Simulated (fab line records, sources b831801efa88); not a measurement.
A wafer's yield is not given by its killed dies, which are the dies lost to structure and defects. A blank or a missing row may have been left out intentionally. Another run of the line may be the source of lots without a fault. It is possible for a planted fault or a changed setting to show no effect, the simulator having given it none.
Comparing a struck lot with a sound one / flow sky130 / 15 steps out of a route of 708
Sound: wafers L439.1, L439.3, L439.5. Wafers struck: L432.1, L432.2, L432.3. The cause comes at the end.
Each step with rows lists, per side, the tool, then ch with its chambers, then its first start. Under that, the readings that differ: sound wafers / struck wafers / difference of the means / sigmas: that difference in standard deviations of wafers without a fault.
alike: readings with means less than 2 such deviations apart, plus words and numbers identical on both sides. not compared: withheld readings, readings lacking a value on some wafer, bounds such as >300 that could conceal the same value, and numbers that have no deviation in the record and whose values overlap.
The two part at a step that has a row with sigmas, a row that says differs or no value, or rows on one side only. When numbers do not overlap yet have no deviation, they are printed without sigmas and do not part them. Lack of a reading on every wafer of one side parts them only where that side has two or more wafers.

first, 6 steps without rows for these wafers: SKY_GATE_OXIDE_HMDS_04 (prime time 60 s); SKY_GATE_OXIDE_COAT_05 (resist thk 1140 nm); SKY_GATE_OXIDE_SOFTBAKE_06 (time 60 s); SKY_GATE_OXIDE_EXPOSE_07 (exposes mask LVOM, target cd 600 nm); SKY_GATE_OXIDE_PEB_08; SKY_GATE_OXIDE_DEVELOP_09 (develop time 60 s).
SKY_GATE_OXIDE_OVL_MEAS_10:
  struck on overlay-02, day 18 22:37; sound on overlay-01, day 21 02:02
  alike: GATE_OXIDE_OVL
then, 2 steps without rows for these wafers: SKY_GATE_OXIDE_IMPLANT_11; SKY_GATE_OXIDE_WET_ETCH_12 (etches SiO2 in dHF, target depth 16.8 nm, time 319.8 s).
SKY_GATE_OXIDE_STRIP_13: strips in O2/N2.
  sound on plasma asher-03 ch 0,1, day 21 02:20; struck on plasma asher-01 ch 0,1, day 18 22:55
  alike: drypump motor current A, n2 flow sccm, oes product au, strip time to endpoint s
  not compared: rf hours counter h
SKY_GATE_OXIDE_TW_MEAS_14:
  struck on film metro-01, day 18 23:01; sound on film metro-04, day 21 02:26
  alike: GATE_OXIDE_TW
then, 1 step without rows for these wafers: SKY_GATE_OXIDE_CLEAN_15 (cleans in SC1/SC2, time 150 s).
SKY_GATE_OXIDE_OXIDATION_16: stabilise 600 s, purge 300 s, target thk 3.57 nm.
  sound on furnace-01 ch 0, day 21 02:41; struck on furnace-02 ch 0, day 18 23:47
reading=spike tc bottom C (C); sound=817.6 818.9 817.0; struck=806.4 807.0 805.2; difference=-11.6; sigmas=-11
reading=spike tc centre C (C); sound=802.7 801.1 798.4; struck=785.2 786.7 785.4; difference=-15.0; sigmas=-16
reading=spike tc lower C (C); sound=800.6 800.2 799.9; struck=785.3 786.4 786.7; difference=-14.1; sigmas=-11
reading=spike tc top C (C); sound=810.3 811.0 811.5; struck=798.6 798.2 798.6; difference=-12.5; sigmas=-10
reading=spike tc upper C (C); sound=800.7 801.8 800.2; struck=782.6 786.0 786.0; difference=-16.0; sigmas=-9
reading=zone power top pct (%); sound=27.9 27.8 27.7; struck=25.5 25.8 25.4; difference=-2.2; sigmas=-2
reading=zone power upper pct (%); sound=14.83 14.44 14.83; struck=14.07 14.08 14.09; difference=-0.62; sigmas=-4
  not compared: model.SiO2_of_GATE_OXIDE_OXIDATION_01.thk nm
then, 1 step without rows for these wafers: SKY_POLY_GATE_CVD_00 (deposits poly-Si, target thk 180 nm, time 720 s).
-- record jumps: 30 days separate the struck wafers' starts on either side; left off in module POLY_GATE, taken up again in module PAD_OPEN, whose first shown step is the route's number 708 --
SKY_PAD_OPEN_PROBE_99:
  struck on prober-02, day 49 07:23; sound on prober-01, day 50 22:17
reading=model.etest.nfet_01v8_lvt.drive ua um; sound=571 569.5 574.4; struck=642.1 636.6 629.2; difference=+64.3; sigmas=
reading=model.etest.nfet_01v8_turned.drive ua um; sound=496.9 497.2 501.8; struck=561.6 559.9 559.1; difference=+61.6; sigmas=
reading=model.etest.nfet_01v8_swapped.drive ua um; sound=493.5 500.1 499.3; struck=560.8 561.8 558; difference=+62.6; sigmas=
reading=model.etest.nfet_01v8.drive ua um; sound=498.2 504.1 503; struck=566.1 561.1 554.8; difference=+58.9; sigmas=
reading=model.etest.nfet_01v8.r on ohm um; sound=844.7 835.4 831.8; struck=774.5 776.4 773.8; difference=-62.4; sigmas=
reading=model.etest.sram nfet pass.drive ua um; sound=492.4 488.1 501.6; struck=539.6 542.6 549.4; difference=+49.8; sigmas=
  alike: killed_at_M0_to_M3, killed_at_M4_up, killed at contacts, killed at front end, killed at other, killed dies, killed open, killed short
  not compared: model.etest.nfet g5v0d10v5.r on ohm um, model.etest.nfet g5v0d10v5.drive ua um

== WHERE THEY PART ==
At SKY_GATE_OXIDE_OXIDATION_16 and nowhere else, as far as this record goes. Later steps at which nothing parts them and some readings are alike: SKY_PAD_OPEN_PROBE_99.

WHY: what had been put in by the simulator
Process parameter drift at SKY_GATE_OXIDE_OXIDATION_16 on furnace-02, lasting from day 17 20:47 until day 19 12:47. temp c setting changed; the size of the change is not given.
